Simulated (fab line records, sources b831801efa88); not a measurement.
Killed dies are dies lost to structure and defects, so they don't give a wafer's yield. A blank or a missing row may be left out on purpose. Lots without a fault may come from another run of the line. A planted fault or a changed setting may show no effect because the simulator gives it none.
fab line records | flow sky130
record lots=6 wafers=17 last_day=51
route steps=708 shown POLY_GATE@219
lots that met no fault: from a run of the same line without faults
start_h: hours from the record's first day to the start of the lot's first wafer shown | wait_h: hours since the lot's step before | " the same as in the row above | L1.1+2: a row that stands for several wafers | - no value, or no start given | * or withheld: withheld | < > ~ a bound
route shown NAME@n: a module of which the file shows steps, and the number in the route of the first | usual: mean/standard deviation of fault-free wafers | same: alike in all rows | chamber/n: place in a boat | sites: the reading at each site | _std_site: their standard deviation | _edge_site: outer sites' mean less inner sites' | radius_mm: how far each site lies from the wafer's centre | mask NAME#n: copy n | behind: the tool/chamber that last shaped the wafer | hold: why the lot was held/for how many hours/how that ended | device: the transistor (n, p or np) that didn't switch | end of line: the same wafers' tests at the end of the route | a step without rows: its recipe alone | killed: dies lost to structure and defects at the first sort, not the wafer's yield | map: a wafer's dies, x killed, . not, _ none there
set.NAME: the setting as run; set.NAME@STEP: as run at that earlier step | model.NAME: the simulator's own value behind a step, which no gauge read
lots at some steps of the route; a table a step, a row a wafer
services: from which hour (start_h, from the record's first day; less than 0 if before it) a tool's chamber was out of use, for how many hours, and why
## steps
# step SKY_POLY_GATE_DEHYDRATE_05
# recipe temp_c=200 time_s=60
# step SKY_POLY_GATE_HMDS_06
# recipe prime_time_s=60 prime_temp_c=120
# step SKY_POLY_GATE_COAT_07
# recipe resist=BARC temp_c=withheld time_s=withheld spin_rpm=3000 resist_thk_nm=110
# step SKY_POLY_GATE_COAT_08
# recipe resist=KrF-thick spin_rpm=3000 resist_thk_nm=450
# step SKY_POLY_GATE_SOFTBAKE_09
# recipe temp_c=100 time_s=90 resist=KrF-thick
# step SKY_POLY_GATE_EXPOSE_10
# recipe mask_id=P1M na=0.68 source_shape=conventional sigma_outer=0.6 target_cd_nm=150 dose_mj=28
# step SKY_POLY_GATE_PEB_11
# recipe peb_temp_c=withheld peb_time_s=withheld resist=KrF-thick
# step SKY_POLY_GATE_DEVELOP_12
# recipe develop_time_s=60 resist=KrF-thick dev_temp_c=21
# step SKY_POLY_GATE_CD_MEAS_13
# recipe target_cd_nm=150
# usual cd_nm=149.8/1.6
# columns lot.wafer tool chamber start_h wait_h cd_nm
L383.2 cd_sem-01 - 396.61 - 151.0
L383.3 " - " " 149.9
L383.6 " - " " 149.7
L388.1 cd_sem-01 - 439.00 - 150.4
L388.5 " - " " 150.5
L388.6 " - " " 149.9
L395.1 cd_sem-01 - 508.40 - 150.0
L395.2 " - " " 148.6
L395.4 " - " " 149.9
L396.1 cd_sem-02 - 523.41 - 146.2
L396.5 " - " " 145.3
L396.6 " - " " 146.0
L399.1 cd_sem-01 - 546.99 - 150.2
L399.6 " - " " 149.3
L405.1 cd_sem-02 - 582.35 - 149.0
L405.4 " - " " 151.4
L405.6 " - " " 150.9
# step SKY_POLY_GATE_OVL_MEAS_14
# usual POLY_GATE_OVL=-1/5.8
# columns lot.wafer tool chamber start_h wait_h POLY_GATE_OVL[nm]
L383.2 overlay-02 - 396.72 0.1 2
L383.3 " - " " 3
L383.6 " - " " -7
L388.1 overlay-01 - 439.12 0.1 -3
L388.5 " - " " -11
L388.6 " - " " 6
L395.1 overlay-02 - 508.52 0.1 2
L395.2 " - " " -2
L395.4 " - " " -6
L396.1 overlay-01 - 523.53 0.1 -11
L396.5 " - " " -15
L396.6 " - " " 3
L399.1 overlay-01 - 547.11 0.1 -2
L399.6 " - " " 4
L405.1 overlay-01 - 582.47 0.1 -6
L405.4 " - " " 6
L405.6 " - " " 1
# step SKY_POLY_GATE_ETCH_15
# recipe chemistry=N2/H2 target=BARC ion_energy_ev=200 source_w=500 bias_w=100 pressure_mtorr=30 n2_flow_sccm=100 h2_flow_sccm=200 stop_on=SiO2 time_s=118.5 target_depth_a=1100
# usual bias_w=99.96/0.29 drypump_motor_current_A=6.0/0.53 oes_product_au=0.716/0.0046 throttle_valve_pct=13.212/0.0086
# columns lot.wafer tool chamber start_h wait_h bias_w drypump_motor_current_A oes_product_au rf_hours_counter_h throttle_valve_pct
L383.2 rie_diel-04 1 396.75 0.0 100.09 6.5 0.713 55 13.218
L383.3 " 2 " " 100.38 6.5 0.717 2 13.212
L383.6 " 1 " " 99.88 6.5 0.716 - 13.205
L388.1 rie_diel-04 3 439.16 0.0 99.97 4.9 0.721 27 13.218
L388.5 " 0 " " 100.50 6.7 0.719 - 13.196
L388.6 " 3 " " 99.92 4.9 0.714 - 13.212
L395.1 rie_diel-01 3 508.56 0.0 100.16 6.3 0.724 84 13.218
L395.2 " 1 " " 99.95 5.7 0.724 15 13.211
L395.4 " 2 " " 100.10 6.2 0.715 - 13.210
L396.1 rie_diel-01 3 523.57 0.0 100.03 6.3 0.716 84 13.212
L396.5 " 1 " " 99.80 5.8 0.715 - 13.223
L396.6 " 2 " " 99.97 6.2 0.722 - 13.202
L399.1 rie_diel-02 2 547.15 0.0 99.97 6.4 0.717 0 13.217
L399.6 " 3 " " 100.33 5.3 0.716 - 13.229
L405.1 rie_diel-01 3 582.51 0.0 99.95 6.3 0.716 1 13.224
L405.4 " 3 " " 100.37 6.3 0.726 - 13.205
L405.6 " 2 " " 99.68 6.2 0.720 - 13.219
# step SKY_POLY_GATE_ETCH_16
# recipe stop_on=poly-Si chemistry=CH3F/O2 target=Si3N4 source_w=400 bias_w=80 pressure_mtorr=25 ch3f_flow_sccm=40 O2_flow_sccm=30 time_s=147.5 target_depth_a=750
# usual bias_w=80.01/0.24 drypump_motor_current_A=6.0/0.53 oes_product_au=0.642/0.0056 throttle_valve_pct=10.536/0.0088
# columns lot.wafer tool chamber start_h wait_h bias_w drypump_motor_current_A oes_product_au rf_hours_counter_h throttle_valve_pct
L383.2 rie_diel-04 1 396.83 0.0 79.82 6.5 0.644 55 10.535
L383.3 " 2 " " 79.75 6.5 0.642 2 10.542
L383.6 " 1 " " 80.30 6.5 0.643 - 10.532
L388.1 rie_diel-04 3 439.24 0.0 79.91 4.9 0.648 27 10.530
L388.5 " 0 " " 80.11 6.7 0.649 - 10.541
L388.6 " 3 " " 79.99 5.0 0.648 - 10.533
L395.1 rie_diel-01 3 508.64 0.0 79.71 6.3 0.642 84 10.529
L395.2 " 1 " " 79.87 5.7 0.638 15 10.553
L395.4 " 2 " " 79.78 6.2 0.641 - 10.526
L396.1 rie_diel-01 3 523.65 0.0 79.76 6.3 0.637 84 10.526
L396.5 " 1 " " 80.21 5.8 0.638 - 10.535
L396.6 " 2 " " 80.20 6.2 0.647 - 10.556
L399.1 rie_diel-02 2 547.23 0.0 80.08 6.4 0.648 0 10.529
L399.6 " 3 " " 79.93 5.3 0.646 - 10.548
L405.1 rie_diel-01 3 582.59 0.0 79.73 6.3 0.653 1 10.530
L405.4 " 3 " " 80.03 6.3 0.643 - 10.542
L405.6 " 2 " " 80.42 6.2 0.649 - 10.520
# step SKY_POLY_GATE_ETCH_17
# recipe target_depth_nm=180 stop_on=SiO2 over_etch_frac=0.56667 chemistry=HBr/Cl2 target=poly-Si icp_w=400 bias_w=100 pressure_mtorr=10 HBr_flow_sccm=150 Cl2_flow_sccm=50 time_s=70.5
# usual HBr_flow_sccm=150.0/0.45 bias_w=100.0/0.3 drypump_motor_current_A=5.59/0.25 oes_product_au=0.988/0.0078 over_etch_frac=0.56667/0 throttle_valve_pct=33.684/0.0087
# columns lot.wafer tool chamber start_h wait_h HBr_flow_sccm bias_w drypump_motor_current_A oes_product_au over_etch_frac rf_hours_counter_h throttle_valve_pct model.etch.depth_nm model.POLY_GATE.feature_depth_nm model.KrF-thick_of_POLY_GATE_COAT_08.thk_nm
L383.2 rie_si-01 2 396.93 0.0 149.2 99.5 5.88 0.997 0.56667 3 33.685 178.6 178.6 139.2
L383.3 " 3 " " 150.0 99.7 5.37 0.985 0.56667 60 33.692 178 178 141.2
L383.6 " 1 " " 150.0 99.8 5.53 0.993 0.56667 - 33.692 179.5 179.5 138.2
L388.1 rie_si-02 1 439.34 0.0 149.7 100.3 5.87 1.001 0.56667 3 33.690 181.7 181.7 138.1
L388.5 " 3 " " 150.0 99.9 5.69 0.990 0.56667 - 33.683 180.7 180.7 136.6
L388.6 " 0 " " 149.7 99.5 5.46 0.984 0.56667 - 33.697 178.9 178.9 140.8
L395.1 rie_si-01 1 508.74 0.0 149.7 99.9 5.51 0.977 0.56667 13 33.686 175.6 175.6 134.5
L395.2 " 2 " " 150.5 99.2 5.92 0.986 0.56667 4 33.683 176.7 176.7 140.1
L395.4 " 3 " " 149.5 99.9 5.34 0.981 0.56667 0 33.683 175.6 175.6 137.5
L396.1 rie_si-02 1 523.75 0.0 150.1 99.9 5.94 0.984 0.56667 3 33.688 176.5 176.5 134.2
L396.5 " 3 " " 150.3 100.5 5.66 0.996 0.29197 - 33.678 148.5 148.5 158
L396.6 " 2 " " 150.1 100.1 5.08 0.994 0.29197 - 33.689 148.9 148.9 157.2
L399.1 rie_si-02 0 547.33 0.0 150.3 99.9 5.45 0.996 0.56667 7 33.678 182.7 182.7 136.3
L399.6 " 2 " " 150.5 100.0 5.06 1.010 0.29197 - 33.689 149.2 149.2 153.4
L405.1 rie_si-01 2 582.69 0.0 149.3 99.9 5.92 0.994 0.56667 4 33.680 181.1 181.1 145.4
L405.4 " 3 " " 149.5 99.9 5.34 0.993 0.56667 0 33.678 179.9 179.9 142.6
L405.6 " 3 " " 149.9 100.1 5.35 0.999 0.56667 - 33.679 181 181 143
# step SKY_POLY_GATE_STRIP_18
# recipe chemistry=O2/N2 power_w=1400 pressure_mtorr=1500 platen_temp_c=withheld o2_flow_sccm=3000 n2_flow_sccm=300 overash_fraction=0.5
# usual drypump_motor_current_A=6.0/0.39 oes_product_au=0.359/0.0047 strip_time_to_endpoint_s=3.14/0.045
# columns lot.wafer tool chamber start_h wait_h drypump_motor_current_A oes_product_au rf_hours_counter_h strip_time_to_endpoint_s
L383.2 plasma_asher-03 1 396.99 0.0 6.3 0.355 25 3.15
L383.3 " 0 " " 5.6 0.369 - 3.17
L383.6 " 0 " " 5.6 0.367 - 3.13
L388.1 plasma_asher-04 0 439.39 0.0 5.9 0.353 56 3.14
L388.5 " 0 " " 5.9 0.356 - 3.11
L388.6 " 1 " " 6.5 0.361 - 3.17
L395.1 plasma_asher-04 0 508.79 0.0 5.9 0.364 63 3.12
L395.2 " 1 " " 6.5 0.363 63 3.17
L395.4 " 1 " " 6.5 0.349 - 3.14
L396.1 plasma_asher-01 0 523.81 0.0 5.4 0.357 9 3.12
L396.5 " 1 " " 6.2 0.376 - 3.36
L396.6 " 0 " " 5.4 0.370 - 3.35
L399.1 plasma_asher-01 1 547.39 0.0 6.2 0.360 11 3.14
L399.6 " 0 " " 5.4 0.373 - 3.31
L405.1 plasma_asher-03 0 582.74 0.0 5.6 0.362 44 3.23
L405.4 " 1 " " 6.2 0.368 - 3.20
L405.6 " 1 " " 6.2 0.365 - 3.21
# step SKY_POLY_GATE_CLEAN_19
# recipe chemistry=SC1/SC2 mix=1:4:20 temp_c=70 time_s=150 dry=n2_spin
## services
# columns tool chamber start_h hours kind
rie_si-01 0 394.62 - clean
rie_si-02 - 395.33 10.0 pm
plasma_asher-01 - 421.25 9.0 pm
rie_diel-02 1 435.93 3.4 repair
rie_diel-01 0 437.29 6.0 repair
rie_diel-02 3 474.99 9.4 repair
rie_si-02 2 478.75 33.2 repair
rie_si-02 3 481.84 20.3 repair
rie_diel-01 0 500.97 - clean
rie_diel-01 0 500.97 25.6 scheduled_down
rie_diel-01 0 500.97 25.6 vent_cycle
rie_diel-01 - 512.44 1.0 repair
plasma_asher-01 - 517.58 0.3 repair
rie_diel-02 3 529.15 10.7 repair
rie_diel-01 3 538.19 - clean
rie_diel-01 3 538.19 15.1 scheduled_down
rie_diel-01 3 538.19 15.1 vent_cycle
rie_si-01 - 547.07 14.6 pm
rie_diel-01 0 562.49 1.9 repair
plasma_asher-04 - 574.31 4.3 pm
rie_si-01 - 575.31 0.2 repair
rie_si-02 2 576.41 3.3 repair
plasma_asher-03 - 577.25 0.3 repair
rie_si-02 2 580.14 8.9 repair
## key
first_sign step=SKY_POLY_GATE_ETCH_17 reading=over_etch_frac direction=down sigmas=99+ usual=0.56667 struck=0.29197
effect step=SKY_POLY_GATE_STRIP_18 reading=strip_time_to_endpoint_s direction=up sigmas=4.5 usual=* struck=*
model_effect step=SKY_POLY_GATE_ETCH_17 value=etch.depth_nm without=179.2 struck=148.8
met_at SKY_POLY_GATE_ETCH_17
struck_wafers L396.5,L396.6,L399.6
later_rows_left_out L396.5,L396.6,L399.6
sort_left_out L396.5,L396.6,L399.6
tester_left_out L396,L399
onset_between 439.34 523.75
fault kind=process_parameter_drift tool=rie_si-02 chamber=- onset_h=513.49 steps=SKY_POLY_GATE_ETCH_17 channel=over_etch_frac offset=-0.27469 shape=step end_h=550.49 scope=struck_wafers_only stated=0.56667
# tester_left_out: of these lots the tester's yield and bins aren't shown, on N5 and GAA mostly nor the transistor test; their killed dies are dies lost to structure and defects alone, not to doping, threshold or leakage, so they don't give the yield
# sort_left_out: the simulated sort isn't trusted on such a fault, so these wafers' sort isn't shown, and their yield isn't known
# later_rows_left_out: the simulator's readings of these wafers behind a module that went badly wrong aren't trusted and aren't shown, but for the sort
